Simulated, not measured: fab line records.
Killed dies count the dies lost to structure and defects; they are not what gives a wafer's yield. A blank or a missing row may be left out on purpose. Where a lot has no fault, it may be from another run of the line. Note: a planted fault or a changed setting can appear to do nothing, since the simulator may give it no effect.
fab line records	flow sfq-line
[record] lots = 5	wafers = 23
route steps=325 shown I1@78 M2@95 I2@104 I3@134 M4@149 I4@171 JJ@180 R5@212
start-h: start of the lot's first displayed wafer, in hours after the record's first day	wait-h: time in hours since the lot's previous step	" same as the row above	L1.1+2: one row covering several wafers at once	- no value present, or no start provided	* or withheld: withheld	< > ~ a bound
route shown NAME@n: a module of which the file shows steps, and the number in the route of the first	usual: mean/standard deviation taken from wafers without a fault	same: alike in all rows	chamber/n: place in a boat	sites: per-site readings	_std_site: the values' standard deviation	_edge_site: the outer-site mean with the inner-site mean subtracted	radius-mm: for every site, how far away it sits from the centre of the wafer	mask NAME#n: copy n	behind: the most recent tool/chamber to have shaped the wafer	hold: what put the lot on hold/how long, in hours/how the hold closed	device: names the non-switching transistor (n, p or np)	end of line: tests of these same wafers at the route's end	a step with no rows: only its recipe	killed: at the first sort, the dies lost to defects and structure; wafer yield is something else	map: dies across one wafer; x = killed, . = not, _ = none there
set.NAME: setting as actually run; set.NAME@STEP: the setting as run at that earlier step	model.NAME: the simulator's own value behind a step, which no gauge read
lots with deliberately changed settings; one table per step, one row per wafer
[[steps]]
[step SFQ_TRILAYER_I1_VIA_LITHO_COAT_049]
[recipe] resist = KrF	spin-rpm = 3000	resist-thk-nm = 650
lot.wafer	tool	chamber	start-h	wait-h	set.resist-thk-nm	model.KrF_of_TRILAYER_I1_VIA_LITHO_COAT_049.thk-nm
L074.1	litho-track-01	0	283.81	0.2	650	649.3
L074.2	"	0	"	"	650	650.1
L074.5	"	0	"	"	650	648.8
L075.1	litho-track-02	0	295.81	0.2	650	648
L075.2	"	0	"	"	685.5	685.6
L075.3	"	0	"	"	685.5	684.4
L075.5	"	0	"	"	650	647.2
L075.6	"	0	"	"	685.5	684.1
L079.1	litho-track-03	0	333.45	0.2	650	645.7
L079.3	"	0	"	"	650	649.1
L079.4	"	0	"	"	650	647.4
L079.5	"	0	"	"	650	648.2
L079.6	"	0	"	"	650	651.7
L080.1	litho-track-03	0	337.38	0.2	650	652.6
L080.2	"	0	"	"	634.2	636.3
L080.3	"	0	"	"	634.2	637.5
L080.4	"	0	"	"	634.2	635.6
L080.5	"	0	"	"	650	652.2
L082.1	litho-track-03	0	351.63	0.2	629.2	632.6
L082.2	"	0	"	"	629.2	631.4
L082.3	"	0	"	"	650	652.6
L082.4	"	0	"	"	629.2	629.9
L082.6	"	0	"	"	650	652.1
[step SFQ_TRILAYER_M2_LITHO_EXPOSE_058]
[recipe] mask-id = M2	na = 0.6	source-shape = conventional	sigma-outer = 0.65	target-cd-nm = 500	dose-mj = 14.4
lot.wafer	tool	chamber	start-h	wait-h	mask	set.dose-mj
L074.1+2+5	krf-scanner-01	0	380.61	-	M2#0	14.4
L075.1+2+3	krf-scanner-01	0	396.01	-	M2#0	15.13
L075.5+6	"	0	"	"	M2#0	14.4
L079.1+5+6	krf-scanner-01	0	439.31	-	M2#0	13.92
L079.3+4	"	0	"	"	M2#0	14.4
L080.1+2+3+4+5	krf-scanner-01	0	441.71	-	M2#0	14.4
L082.1+3+6	krf-scanner-01	0	458.51	-	M2#0	13.95
L082.2+4	"	0	"	"	M2#0	14.4
[step SFQ_TRILAYER_M2_LITHO_PEB_060]
[recipe] peb-temp-c = 115	peb-time-s = 60	resist = KrF
[step SFQ_TRILAYER_M2_LITHO_DEVELOP_059]
[recipe] time-s = 60	resist = KrF
[step SFQ_TRILAYER_M2_BARC_OPEN_METAL_ETCH_077]
[recipe] mask-material = PR	chemistry = O2	target-depth-nm = 125	target = BARC	icp-w = 600	bias-w = 80	pressure-mtorr = 10	time-s = 41.7
lot.wafer	tool	chamber	start-h	wait-h	set.dose-mj@TRILAYER_M2_LITHO_EXPOSE_058	model.M2.cd-nm
L074.1	rie-metal-04	1	382.14	0.0	14.4	499.4
L074.2	"	0	"	"	14.4	499
L074.5	"	0	"	"	14.4	498
L075.1	rie-metal-01	1	397.54	0.0	15.13	494.8
L075.2	"	1	"	"	15.13	494.4
L075.3	"	1	"	"	15.13	494
L075.5	"	1	"	"	14.4	501.7
L075.6	"	1	"	"	14.4	501.4
L079.1	rie-metal-02	0	440.84	0.0	13.92	505.1
L079.3	"	0	"	"	14.4	499.8
L079.4	"	1	"	"	14.4	499
L079.5	"	0	"	"	13.92	504.6
L079.6	"	1	"	"	13.92	503.6
L080.1+4	rie-metal-02	1	443.24	0.0	14.4	499.7
L080.2	"	0	"	"	14.4	500.9
L080.3	"	0	"	"	14.4	500.2
L080.5	"	0	"	"	14.4	499.3
L082.1	rie-metal-01	1	460.04	0.0	13.95	504.9
L082.2	"	0	"	"	14.4	499.3
L082.3	"	1	"	"	13.95	504.6
L082.4	"	0	"	"	14.4	499.9
L082.6	"	0	"	"	13.95	505.3
[step SFQ_TRILAYER_M2_ETCH_METAL_ETCH_060]
[recipe] target = Nb	stop-on = SiO2	mask-material = PR	chemistry = Cl2/Ar	target-depth-nm = 240	icp-w = 600	bias-w = 80	pressure-mtorr = 10	time-s = 120
lot.wafer	tool	chamber	start-h	wait-h	set.dose-mj@TRILAYER_M2_LITHO_EXPOSE_058	model.M2.cd-nm
L074.1	rie-metal-04	1	382.20	0.0	14.4	499.7
L074.2	"	0	"	"	14.4	497.2
L074.5	"	0	"	"	14.4	497.1
L075.1+2	rie-metal-01	1	397.66	0.1	15.13	492.5
L075.3	"	1	"	"	15.13	492
L075.5	"	1	"	"	14.4	499.6
L075.6	"	1	"	"	14.4	499
L079.1	rie-metal-02	0	440.90	0.0	13.92	506.3
L079.3	"	0	"	"	14.4	500.9
L079.4	"	1	"	"	14.4	497.4
L079.5	"	0	"	"	13.92	505.6
L079.6	"	1	"	"	13.92	502.3
L080.1	rie-metal-02	1	443.30	0.0	14.4	498.6
L080.2	"	0	"	"	14.4	502.4
L080.3	"	0	"	"	14.4	501
L080.4	"	1	"	"	14.4	498.4
L080.5	"	0	"	"	14.4	500.5
L082.1	rie-metal-01	1	460.10	0.0	13.95	503.2
L082.2	"	0	"	"	14.4	499.8
L082.3	"	1	"	"	13.95	502.9
L082.4	"	0	"	"	14.4	500.7
L082.6	"	0	"	"	13.95	505.8
[step SFQ_TRILAYER_I2_CMP_CMP_064]
[recipe] material = SiO2	down-force-psi = 3	platen-rpm = 60	pad-velocity-m-s = 0.94248
[usual] time-to-endpoint-s = 211/8.3
lot.wafer	tool	chamber	start-h	wait-h	set.down-force-psi	time-to-endpoint-s
L074.2	cmp-02	1	384.92	1.8	3	212
L074.1	"	3	385.92	2.8	3	209
L074.5	"	0	"	"	3	215
L075.3	cmp-02	0	399.94	0.6	3	205
L075.1	"	1	"	"	2.651	219
L075.2	"	3	401.44	2.1	2.651	229
L075.5	"	0	"	"	2.651	228
L075.6	"	1	"	"	3	202
L079.1	cmp-02	0	442.62	0.8	3	200
L079.4	"	1	"	"	3	206
L079.3	"	2	"	"	3	214
L079.5	"	3	"	"	3	213
L079.6	"	0	"	"	3	212
L080.4	cmp-02	2	445.12	0.8	3	228
L080.2	"	3	"	"	2.721	239
L080.3	"	0	"	"	3	210
L080.1	"	1	"	"	2.721	235
L080.5	"	3	447.62	3.3	3	218
L082.2	cmp-02	2	461.30	0.3	3.4	194
L082.1	"	3	"	"	3.4	185
L082.3	"	0	"	"	3.4	188
L082.4	"	1	"	"	3	224
L082.6	"	3	463.80	2.7	3	221
[step SFQ_TRILAYER_I2_VIA_LITHO_COAT_072]
[recipe] resist = BARC	spin-rpm = 3000	resist-thk-nm = 62
lot.wafer	tool	chamber	start-h	wait-h	set.resist-thk-nm	model.BARC_of_TRILAYER_I2_VIA_LITHO_COAT_072.thk-nm
L074.1	litho-track-01	0	388.74	1.0	62	62.34
L074.2	"	0	"	"	62	62.29
L074.5	"	0	"	"	62	62.42
L075.1	litho-track-03	0	404.26	1.0	62	61.92
L075.2	"	0	"	"	62	61.72
L075.3+6	"	0	"	"	62	61.86
L075.5	"	0	"	"	62	62
L079.1	litho-track-01	0	446.44	1.0	62	62.05
L079.3	"	0	"	"	62	61.98
L079.4	"	0	"	"	62	62.02
L079.5	"	0	"	"	62	62.12
L079.6	"	0	"	"	62	62.09
L080.1	litho-track-03	0	449.44	1.0	59.5	59.36
L080.2	"	0	"	"	62	61.9
L080.3	"	0	"	"	59.5	59.53
L080.4	"	0	"	"	59.5	59.22
L080.5	"	0	"	"	62	61.72
L082.1	litho-track-03	0	465.62	1.0	58.98	58.93
L082.2	"	0	"	"	62	62.05
L082.3	"	0	"	"	62	61.88
L082.4	"	0	"	"	58.98	59.02
L082.6	"	0	"	"	62	62.01
[step SFQ_TRILAYER_I3_CMP_CMP_082]
[recipe] material = SiO2	down-force-psi = 3	platen-rpm = 60	pad-velocity-m-s = 0.94248
lot.wafer	tool	chamber	start-h	wait-h	set.leave-above-ref-nm	model.SiO2_of_TRILAYER_I3_DEP_PECVD_081.thk-nm
L074.2	cmp-02	1	569.37	5.8	200	199.3
L074.1	"	2	"	"	200	201.2
L074.5	"	1	571.37	7.7	200	198.9
L075.2	cmp-02	2	594.18	12.6	200	201.9
L075.1	"	3	"	"	189.8	189.3
L075.3	"	0	"	"	200	200.3
L075.5	"	1	"	"	189.8	189.9
L075.6	"	2	"	"	200	201.8
L079.3	cmp-02	3	647.68	8.4	210.3	208.7
L079.1	"	1	648.68	9.4	200	199
L079.4	"	2	"	"	200	201.1
L079.5	"	3	"	"	210.3	211.3
L079.6	"	0	"	"	200	199.3
L080.3	cmp-02	2	650.68	8.0	209.4	210.5
L080.2	"	3	"	"	200	200
L080.1	"	0	"	"	209.4	209.1
L080.4	"	1	"	"	200	199.6
L080.5	"	2	"	"	200	201.7
L082.4	cmp-01	1	668.65	9.0	200	200.6
L082.1	"	2	"	"	200	200.5
L082.2	"	3	"	"	200	199.3
L082.3	"	0	"	"	189.8	189.3
L082.6	"	1	"	"	189.8	190
[step SFQ_TRILAYER_I3_METRO_MEASURE_083]
[usual] thk-nm = 200.3/1.2
lot.wafer	tool	chamber	start-h	wait-h	set.leave-above-ref-nm@TRILAYER_I3_CMP_CMP_082	thk-nm
L074.1	film-metro-02	-	571.99	0.1	200	201.4
L074.2	"	-	"	"	200	199.5
L074.5	"	-	"	"	200	198.9
L075.1	film-metro-01	-	596.80	0.1	189.8	189.2
L075.2	"	-	"	"	200	201.8
L075.3	"	-	"	"	200	200.1
L075.5	"	-	"	"	189.8	189.7
L075.6	"	-	"	"	200	201.9
L079.1	film-metro-02	-	650.80	0.1	200	199.0
L079.3	"	-	"	"	210.3	208.8
L079.4	"	-	"	"	200	201.1
L079.5	"	-	"	"	210.3	211.2
L079.6	"	-	"	"	200	199.5
L080.1	film-metro-01	-	653.80	0.1	209.4	209.0
L080.2	"	-	"	"	200	199.9
L080.3	"	-	"	"	209.4	210.6
L080.4	"	-	"	"	200	199.5
L080.5	"	-	"	"	200	201.6
L082.1	film-metro-02	-	671.77	0.1	200	200.5
L082.2	"	-	"	"	200	199.4
L082.3	"	-	"	"	189.8	189.2
L082.4	"	-	"	"	200	200.6
L082.6	"	-	"	"	189.8	189.9
[step SFQ_TRILAYER_I3_VIA_BARC_OPEN_VIA_ETCH_121]
[recipe] mask-material = PR	chemistry = O2	target-depth-nm = 125	target = BARC	source-w = 500	bias-w = 80	pressure-mtorr = 30	time-s = 41.7
lot.wafer	tool	chamber	start-h	wait-h	set.bias-w
L074.1+2+5	rie-diel-01	2,3,1	635.70	0.0	80
L075.1+2+6	rie-diel-02	0,1,0	659.81	0.0	87.99
L075.3+5	"	3,1	"	"	80
L079.1+3+6	rie-diel-04	0,3,1	715.76	0.0	74.02
L079.4+5	"	2,0	"	"	80
L080.1+2+3+4+5	rie-diel-01	1,0,3,2,0	718.16	0.0	80
L082.1+2+3+4+6	rie-diel-04	2,0,1,0,2	734.76	0.0	80
[step SFQ_TRILAYER_I3_VIA_ETCH_VIA_ETCH_088]
[recipe] target = SiO2	stop-on = Nb	mask-material = PR	taper-deg = 20	chemistry = CHF3	target-depth-nm = 260	source-w = 500	bias-w = 80	pressure-mtorr = 30	time-s = withheld
[usual] oes-product-au = 0.855/0.0057
lot.wafer	tool	chamber	start-h	wait-h	set.leave-above-ref-nm@TRILAYER_I3_CMP_CMP_082	oes-product-au	model.etch.depth-nm	model.I3.feature-depth-nm
L074.1	rie-diel-01	2	635.74	0.0	200	0.861	201.2	201.2
L074.2	"	3	"	"	200	0.856	199.3	199.3
L074.5	"	1	"	"	200	0.848	198.9	198.9
L075.1	rie-diel-02	0	659.85	0.0	189.8	0.832	-	189.3
L075.2	"	1	"	"	200	0.870	-	201.9
L075.3	"	3	"	"	200	0.853	-	200.3
L075.5	"	1	"	"	189.8	0.827	189.9	189.9
L075.6	"	0	"	"	200	0.860	201.8	201.8
L079.1	rie-diel-04	0	715.80	0.0	200	0.852	-	199
L079.3	"	3	"	"	210.3	0.873	-	208.7
L079.4	"	2	"	"	200	0.860	-	201.1
L079.5	"	0	"	"	210.3	0.873	211.3	211.3
L079.6	"	1	"	"	200	0.847	199.3	199.3
L080.1	rie-diel-01	1	718.20	0.0	209.4	0.876	-	209.1
L080.2	"	0	"	"	200	0.856	-	200
L080.3	"	3	"	"	209.4	0.879	210.5	210.5
L080.4	"	2	"	"	200	0.863	199.6	199.6
L080.5	"	0	"	"	200	0.859	201.7	201.7
L082.1	rie-diel-04	2	734.80	0.0	200	0.848	-	200.5
L082.2	"	0	"	"	200	0.853	-	199.3
L082.3	"	1	"	"	189.8	0.818	-	189.3
L082.4	"	0	"	"	200	0.854	-	200.6
L082.6	"	2	"	"	189.8	0.821	-	190
[step SFQ_TRILAYER_M4_DEP_SPUTTER_091]
[recipe] material = Nb	base-pressure-pa = 1.33e-06	chamber-pressure-pa = 0.1333	substrate-temp-c = 20	resputter-cathode-voltage-v = 400	target-thk-nm = 200	power-w = 2000	time-s = 133.3
lot.wafer	tool	chamber	start-h	wait-h	set.power-w	model.Nb_of_TRILAYER_M4_DEP_SPUTTER_091.thk-nm
L074.1	pvd-sputter-05	-	636.67	0.0	2000	203.7
L074.2	"	-	"	"	2000	202.1
L074.5	"	-	"	"	2000	203.5
L075.1	pvd-sputter-06	-	660.77	0.0	2000	199
L075.2	"	-	"	"	2000	200.8
L075.3	"	-	"	"	2000	200.7
L075.5	"	-	"	"	2000	197.5
L075.6	"	-	"	"	2000	199.2
L079.1	pvd-sputter-04	-	716.74	0.0	1923	191.7
L079.3	"	-	"	"	2000	198
L079.4	"	-	"	"	2000	200.2
L079.5	"	-	"	"	2000	196.8
L079.6	"	-	"	"	1923	193.3
L080.1	pvd-sputter-05	-	719.14	0.0	2152	217.7
L080.2	"	-	"	"	2152	218.2
L080.3	"	-	"	"	2000	206
L080.4	"	-	"	"	2000	205.9
L080.5	"	-	"	"	2000	205.5
L082.1	pvd-sputter-04	-	735.72	0.0	2146	211.9
L082.2	"	-	"	"	2146	211.6
L082.3	"	-	"	"	2000	195
L082.4	"	-	"	"	2000	199.2
L082.6	"	-	"	"	2000	200
[step SFQ_M4_RS_MEAS_924]
[recipe] thk-meas-gauge = four-point-probe	reads = Nb_of_TRILAYER_M4_DEP_SPUTTER_091
[usual] M4_NB_RS = 0.883/0.015
lot.wafer	tool	chamber	start-h	wait-h	set.power-w@TRILAYER_M4_DEP_SPUTTER_091	M4_NB_RS[ohm/sq]
L074.1	film-metro-04	-	636.76	0.0	2000	0.873
L074.2	"	-	"	"	2000	0.880
L074.5	"	-	"	"	2000	0.873
L075.1	film-metro-01	-	660.86	0.0	2000	0.894
L075.2	"	-	"	"	2000	0.885
L075.3	"	-	"	"	2000	0.886
L075.5	"	-	"	"	2000	0.899
L075.6	"	-	"	"	2000	0.894
L079.1	film-metro-04	-	716.83	0.0	1923	0.928
L079.3	"	-	"	"	2000	0.898
L079.4	"	-	"	"	2000	0.890
L079.5	"	-	"	"	2000	0.901
L079.6	"	-	"	"	1923	0.919
L080.1	film-metro-04	-	719.23	0.0	2152	0.816
L080.2	"	-	"	"	2152	0.815
L080.3	"	-	"	"	2000	0.862
L080.4	"	-	"	"	2000	0.865
L080.5	"	-	"	"	2000	0.865
L082.1	film-metro-01	-	735.81	0.0	2146	0.839
L082.2	"	-	"	"	2146	0.840
L082.3	"	-	"	"	2000	0.913
L082.4	"	-	"	"	2000	0.894
L082.6	"	-	"	"	2000	0.888
[step SFQ_TRILAYER_M4_ETCH_METAL_ETCH_096]
[recipe] target = Nb	stop-on = SiO2	mask-material = PR	chemistry = Cl2/Ar	target-depth-nm = 240	icp-w = 600	bias-w = 80	pressure-mtorr = 10	time-s = 120
lot.wafer	tool	chamber	start-h	wait-h	set.time-s	model.KrF_of_TRILAYER_M4_LITHO_COAT_093.thk-nm
L074.1	rie-metal-01	1	793.87	0.0	120	380.9
L074.2	"	0	"	"	120	382.7
L074.5	"	1	"	"	120	380.6
L075.1	rie-metal-04	0	811.87	0.0	120	387.7
L075.2	"	1	"	"	110.5	401.1
L075.3	"	1	"	"	110.5	400.2
L075.5	"	1	"	"	110.5	398.3
L075.6	"	0	"	"	120	390.7
L079.1	rie-metal-02	0	847.97	0.0	120	380.7
L079.3	"	1	"	"	114.2	387.8
L079.4	"	0	"	"	120	381.8
L079.5	"	0	"	"	114.2	387.5
L079.6	"	1	"	"	114.2	388.3
L080.1+2	rie-metal-02	1,0	850.37	0.0	120	-
L080.3	"	0	"	"	120	382
L080.4	"	1	"	"	126.8	376
L080.5	"	0	"	"	126.8	377.2
L082.1+2	rie-metal-04	0,1	864.99	0.0	120	-
L082.3	"	1	"	"	120	383.8
L082.4	"	0	"	"	120	389.2
L082.6	"	0	"	"	120	388.2
[step SFQ_TRILAYER_I4_VIA_LITHO_PEB_106]
[recipe] peb-temp-c = 115	peb-time-s = 60	resist = KrF
lot.wafer	tool	chamber	start-h	wait-h	set.peb-temp-c
L074.1+2+5	litho-track-04	0	902.99	1.0	115
L075.1+2+3	litho-track-03	0	912.59	1.0	112.7
L075.5+6	"	0	"	"	115
L079.1+3+4+5+6	litho-track-03	0	937.34	1.0	115
L080.1+2+4	litho-track-03	0	938.54	1.0	115
L080.3+5	"	0	"	"	111.9
L082.1+3	litho-track-04	0	952.52	1.0	117.8
L082.2+4+6	"	0	"	"	115
[step SFQ_TRILAYER_I4_VIA_LITHO_DEVELOP_105]
[recipe] time-s = 60	resist = KrF
[step SFQ_TRILAYER_I4_VIA_BARC_OPEN_VIA_ETCH_146]
[recipe] mask-material = PR	chemistry = O2	target-depth-nm = 125	target = BARC	source-w = 500	bias-w = 80	pressure-mtorr = 30	time-s = 41.7
lot.wafer	tool	chamber	start-h	wait-h	set.peb-temp-c@TRILAYER_I4_VIA_LITHO_PEB_106	model.I4.cd-nm
L074.1	rie-diel-02	0	903.33	0.0	115	700.8
L074.2	"	2	"	"	115	699.2
L074.5	"	3	"	"	115	698.2
L075.1	rie-diel-03	0	912.93	0.0	112.7	652.2
L075.2	"	2	"	"	112.7	653.7
L075.3	"	3	"	"	112.7	641.9
L075.5	"	3	"	"	115	697.6
L075.6	"	0	"	"	115	687.9
L079.1	rie-diel-01	0	937.68	0.0	115	699.3
L079.3	"	2	"	"	115	699.6
L079.4	"	1	"	"	115	700.6
L079.5	"	1	"	"	115	690.1
L079.6	"	2	"	"	115	690
L080.1	rie-diel-02	0	938.88	0.0	115	702.9
L080.2	"	2	"	"	115	697.9
L080.3	"	1	"	"	111.9	633.8
L080.4	"	3	"	"	115	698.9
L080.5	"	2	"	"	111.9	638.6
L082.1	rie-diel-01	2	952.85	0.0	117.8	753
L082.2	"	0	"	"	115	699.8
L082.3	"	1	"	"	117.8	753.2
L082.4	"	3	"	"	115	701.4
L082.6	"	1	"	"	115	707
[step SFQ_TRILAYER_JJ_TRILAYER_DEP_SPUTTER_110]
[recipe] material = Al	base-pressure-pa = 1.33e-06	target-thk-nm = 8	power-w = 500	time-s = 10	chamber-pressure-pa = 0.4
lot.wafer	tool	chamber	start-h	wait-h	set.time-s	model.Al_of_TRILAYER_JJ_TRILAYER_DEP_SPUTTER_110.thk-nm
L074.1	pvd-sputter-04	-	904.36	0.0	10	8.103
L074.2	"	-	"	"	10	8.288
L074.5	"	-	"	"	10	8.03
L075.1	pvd-sputter-06	-	913.96	0.0	10	8.129
L075.2	"	-	"	"	10	8.156
L075.3	"	-	"	"	10	8.141
L075.5	"	-	"	"	10	8.223
L075.6	"	-	"	"	10	8.249
L079.1	pvd-sputter-03	-	938.71	0.0	10	8.241
L079.3	"	-	"	"	10	8.277
L079.4	"	-	"	"	8.933	7.45
L079.5	"	-	"	"	8.933	7.368
L079.6	"	-	"	"	8.933	7.486
L080.1	pvd-sputter-04	-	939.91	0.0	10	8.057
L080.2	"	-	"	"	9.211	7.239
L080.3	"	-	"	"	9.211	7.152
L080.4	"	-	"	"	10	7.866
L080.5	"	-	"	"	9.211	7.307
L082.1	pvd-sputter-03	-	953.88	0.0	11.14	9.014
L082.2	"	-	"	"	10	8.083
L082.3	"	-	"	"	11.14	8.889
L082.4	"	-	"	"	11.14	8.908
L082.6	"	-	"	"	10	8.043
[step SFQ_TRILAYER_R5_DEP_SPUTTER_132]
[recipe] material = Ti	base-pressure-pa = 1.33e-06	target-thk-nm = 5	power-w = 2000	time-s = 5	chamber-pressure-pa = 0.4
lot.wafer	tool	chamber	start-h	wait-h	set.time-s	model.Ti_of_TRILAYER_R5_DEP_SPUTTER_132.thk-nm
L074.1	pvd-sputter-03	-	1064.62	1.0	5	4.908
L074.2	"	-	"	"	5	4.796
L074.5	"	-	"	"	5	4.936
L075.1	pvd-sputter-03	-	1076.33	1.0	5	4.966
L075.2	"	-	"	"	4.618	4.718
L075.3	"	-	"	"	4.618	4.644
L075.5	"	-	"	"	5	5.131
L075.6	"	-	"	"	5	4.997
L079.1	pvd-sputter-03	-	1100.62	1.0	5	5.086
L079.3	"	-	"	"	5	5.112
L079.4	"	-	"	"	5.246	5.316
L079.5	"	-	"	"	5	5.036
L079.6	"	-	"	"	5.246	5.177
L080.1	pvd-sputter-03	-	1103.62	1.0	5	5.172
L080.2	"	-	"	"	5	5.025
L080.3	"	-	"	"	5	5.038
L080.4	"	-	"	"	5	5.117
L080.5	"	-	"	"	5	5.01
L082.1	pvd-sputter-05	-	1116.56	1.0	5	4.864
L082.2	"	-	"	"	5	4.945
L082.3	"	-	"	"	4.409	4.298
L082.4	"	-	"	"	5	4.938
L082.6	"	-	"	"	4.409	4.36
[[key]]
[split] step = SFQ_TRILAYER_I1_VIA_LITHO_COAT_049	setting = resist-thk-nm	stated = 650	by = wafer
[response] step = SFQ_TRILAYER_I1_VIA_LITHO_COAT_049	reading = model.KrF_of_TRILAYER_I1_VIA_LITHO_COAT_049.thk-nm	change = +6.72	per = 1%	r = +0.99
[split] step = SFQ_TRILAYER_M2_LITHO_EXPOSE_058	setting = dose-mj	stated = 14.4	by = wafer
[response] step = SFQ_TRILAYER_M2_BARC_OPEN_METAL_ETCH_077	reading = model.M2.cd-nm	change = -1.5	per = 1%	r = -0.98
[response] step = SFQ_TRILAYER_M2_ETCH_METAL_ETCH_060	reading = model.M2.cd-nm	change = -1.41	per = 1%	r = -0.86
[split] step = SFQ_TRILAYER_I2_CMP_CMP_064	setting = down-force-psi	stated = 3	by = wafer
[response] step = SFQ_TRILAYER_I2_CMP_CMP_064	reading = time-to-endpoint-s	change = *	per = 1%	r = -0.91
[split] step = SFQ_TRILAYER_I2_VIA_LITHO_COAT_072	setting = resist-thk-nm	stated = 62	by = wafer
[response] step = SFQ_TRILAYER_I2_VIA_LITHO_COAT_072	reading = model.BARC_of_TRILAYER_I2_VIA_LITHO_COAT_072.thk-nm	change = +0.613	per = 1%	r = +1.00
[split] step = SFQ_TRILAYER_I3_CMP_CMP_082	setting = leave-above-ref-nm	stated = 200	by = wafer
[response] step = SFQ_TRILAYER_I3_CMP_CMP_082	reading = model.SiO2_of_TRILAYER_I3_DEP_PECVD_081.thk-nm	change = +2.09	per = 1%	r = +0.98
[response] step = SFQ_TRILAYER_I3_METRO_MEASURE_083	reading = thk-nm	change = +2.1	per = 1%	r = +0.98
[response] step = SFQ_TRILAYER_I3_VIA_ETCH_VIA_ETCH_088	reading = oes-product-au	change = +0.0051	per = 1%	r = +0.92
[response] step = SFQ_TRILAYER_I3_VIA_ETCH_VIA_ETCH_088	reading = model.etch.depth-nm	change = +2.25	per = 1%	r = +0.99
[response] step = SFQ_TRILAYER_I3_VIA_ETCH_VIA_ETCH_088	reading = model.I3.feature-depth-nm	change = +2.09	per = 1%	r = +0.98
[split] step = SFQ_TRILAYER_I3_VIA_BARC_OPEN_VIA_ETCH_121	setting = bias-w	stated = 80	by = wafer
response none clear
[split] step = SFQ_TRILAYER_M4_DEP_SPUTTER_091	setting = power-w	stated = 2000	by = wafer
[response] step = SFQ_TRILAYER_M4_DEP_SPUTTER_091	reading = model.Nb_of_TRILAYER_M4_DEP_SPUTTER_091.thk-nm	change = +1.7	per = 1%	r = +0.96
[response] step = SFQ_M4_RS_MEAS_924	reading = M4_NB_RS	change = -0.00716	per = 1%	r = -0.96
[split] step = SFQ_TRILAYER_M4_ETCH_METAL_ETCH_096	setting = time-s	stated = 120	by = wafer
[response] step = SFQ_TRILAYER_M4_ETCH_METAL_ETCH_096	reading = model.KrF_of_TRILAYER_M4_LITHO_COAT_093.thk-nm	change = -1.28	per = 1%	r = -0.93
[split] step = SFQ_TRILAYER_I4_VIA_LITHO_PEB_106	setting = peb-temp-c	stated = 115	by = wafer
[response] step = SFQ_TRILAYER_I4_VIA_BARC_OPEN_VIA_ETCH_146	reading = model.I4.cd-nm	change = +22.2	per = 1%	r = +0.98
[split] step = SFQ_TRILAYER_JJ_TRILAYER_DEP_SPUTTER_110	setting = time-s	stated = 10	by = wafer
[response] step = SFQ_TRILAYER_JJ_TRILAYER_DEP_SPUTTER_110	reading = model.Al_of_TRILAYER_JJ_TRILAYER_DEP_SPUTTER_110.thk-nm	change = +0.0801	per = 1%	r = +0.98
[split] step = SFQ_TRILAYER_R5_DEP_SPUTTER_132	setting = time-s	stated = 5	by = wafer
[response] step = SFQ_TRILAYER_R5_DEP_SPUTTER_132	reading = model.Ti_of_TRILAYER_R5_DEP_SPUTTER_132.thk-nm	change = +0.047	per = 1%	r = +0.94
